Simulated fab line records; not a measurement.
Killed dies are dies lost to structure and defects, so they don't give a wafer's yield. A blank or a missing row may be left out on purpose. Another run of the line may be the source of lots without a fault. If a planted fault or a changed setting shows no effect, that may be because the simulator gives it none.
Problem report in the 8D (eight disciplines) form, filled by code / flow gf180mcu / the parts of the form that need people (team, actions taken, sign-off) are left out

## 1. THE ISSUE
At GF_STI_STRIP_15, stripTimeToEndpointS averages 4.00 s over 6 wafers from 2 lots, while fault-free wafers read 3.70 s, standard deviation 0.038. Relative to the usual mean, that is a shift of +8.0 standard deviations.
The step: strips in O2/N2.
The first sign was on wafer L807.2 at day 5 02:16, on plasmaAsher-03. The record has a number at this step for 39 wafers belonging to 13 lots. By rule, "out" or "out of limits" means more than 4 standard deviations away from the usual mean. Any other wafer with a number is counted as sound.

## 2. WHAT IT IS, WHAT IT ISN'T
question=which readings at this step | is=stripTimeToEndpointS | is not=drypumpMotorCurrentA, n2FlowSccm
question=which lots | is=L807, L811 | is not=L793, L794, L795, L798, L799, L800, L802, L803, L804, L809, L814
question=which wafers of those lots | is=all that have a number | is not=-
question=read on which tools | is=plasmaAsher-03 | is not=plasmaAsher-02, plasmaAsher-04
question=when | is=from day 5 02:16 | is not=up to then (27 sound wafers); but 6 sound wafers of L809, L814 came after

## 3. SUSPECTS, AND WHAT RULES EACH OUT
Counting: a tool at any process step up to the reading remains a suspect when it ran all the lots that are out and ran no sound lot after the first of those.
- lithoTrack-02 at GF_STI_COAT_07 (resist thk 700 nm): kept. Every lot that is out went through it, starting with L807 (day 4 18:46), and after that it ran no sound lot; the last sound lot it ran before then is L804 (day 4 03:08).
- plasmaAsher-03 at GF_STI_STRIP_15 (strips in O2/N2): kept. Every lot that is out went through it, starting with L807 (day 5 02:16), and after that it ran no sound lot; the last sound lot it ran before then is L794 (day 2 05:51). Its own stripTimeToEndpointS readings are out on those wafers.
What counting leaves: lithoTrack-02 at GF_STI_COAT_07 and plasmaAsher-03 at GF_STI_STRIP_15.

## 4. THE CAUSE (what the simulator had put in)
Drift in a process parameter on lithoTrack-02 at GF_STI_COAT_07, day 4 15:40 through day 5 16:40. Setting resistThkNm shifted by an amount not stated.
This tool is one of the 2 suspects left after counting.

## 5. SEQUENCE OF EFFECTS, ordered by route
Each row: a reading whose mean over the struck wafers that have a number lies more than 3 standard deviations from the usual. Scope: only readings with a usual standard deviation given in the record; hours: median across lots of the time from each lot's start at the first step in this table that gives one to its start at this step; sigmas: change in usual standard deviations.
hours=0; step=GF_STI_STRIP_15; reading=stripTimeToEndpointS; usual=3.70 s; on struck wafers=4.00; change=+0.30; sigmas=+8.0
It contains these process steps:
- GF_STI_STRIP_15: strips in O2/N2.
At these later measuring or inspecting steps, every struck wafer for which the step has a row has a number for every such reading, and none has moved that far: GF_VT_IMPLANT_RS_MEAS_47, GF_CONTACT_THK_MEAS_03, GF_M2_OVL_MEAS_15.

## 6. WHAT WOULD HAVE CAUGHT IT SOONER
In this record the first reading out of limits was taken at day 5 02:16, 11 hours after the fault began at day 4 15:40.
An alarm limit of 4 standard deviations would not have fired on the tool readings at GF_STI_COAT_07 for which the record gives a usual standard deviation, since none of them was out on any struck wafer.
Lots out: 2; of these, L811 started GF_STI_COAT_07 on lithoTrack-02 after day 5 02:16. It would have been spared by a hold on the tool at that moment.
